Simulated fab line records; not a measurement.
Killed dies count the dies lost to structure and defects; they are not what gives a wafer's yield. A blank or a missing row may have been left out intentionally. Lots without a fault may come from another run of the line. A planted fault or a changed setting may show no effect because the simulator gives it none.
Chamber matching    flow sfqLine    cmp-02 running SFQ_TRILAYER_I0_CMP_CMP_028: 4 sister chambers
The step polishes SiO2. 4 wafers are shown with their chamber, then 6 later ones without.

WAFERS, EACH WITH ITS CHAMBER
wafer   chamber  motorCurrentA (A)
L747.3  3        11.3
L747.4  2        10.2
L749.3  1        11.2
L749.4  0        10.4

WAFERS WITH NO CHAMBER GIVEN
wafer   motorCurrentA (A)
L749.6  11.4
L750.1  10.9
L750.3  10.1
L751.1  11.0
L751.5  10.6
L751.6  11.6

EACH ONE'S CHAMBER
wafer   from the rows above                in truth
L749.6  can't be placed: 3 or 1            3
L750.1  can't be placed: 1 or 3 or 0 or 2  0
L750.3  can't be placed: 2 or 0            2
L751.1  can't be placed: 1 or 3 or 0       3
L751.5  can't be placed: 0 or 2 or 1       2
L751.6  can't be placed: 3 or 1            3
Correct placement for 0 of the 6. These rows do not allow placing 6 (true chamber among the candidates in 6). Number placed wrongly: 0.
How it was worked out, from the rows above alone: a wafer's distance from a chamber is the root of the sum, over the readings, of the square of ((its reading less the chamber's mean) divided by the reading's scatter). The wafer belongs to the nearest chamber; if the next one is less than 2 further off, it can't be placed. The mean given for a chamber averages the wafers shown for that chamber. The scatter: with one shown wafer a chamber, the root of the mean of the squares of how far each hidden wafer lies from its nearest shown one.
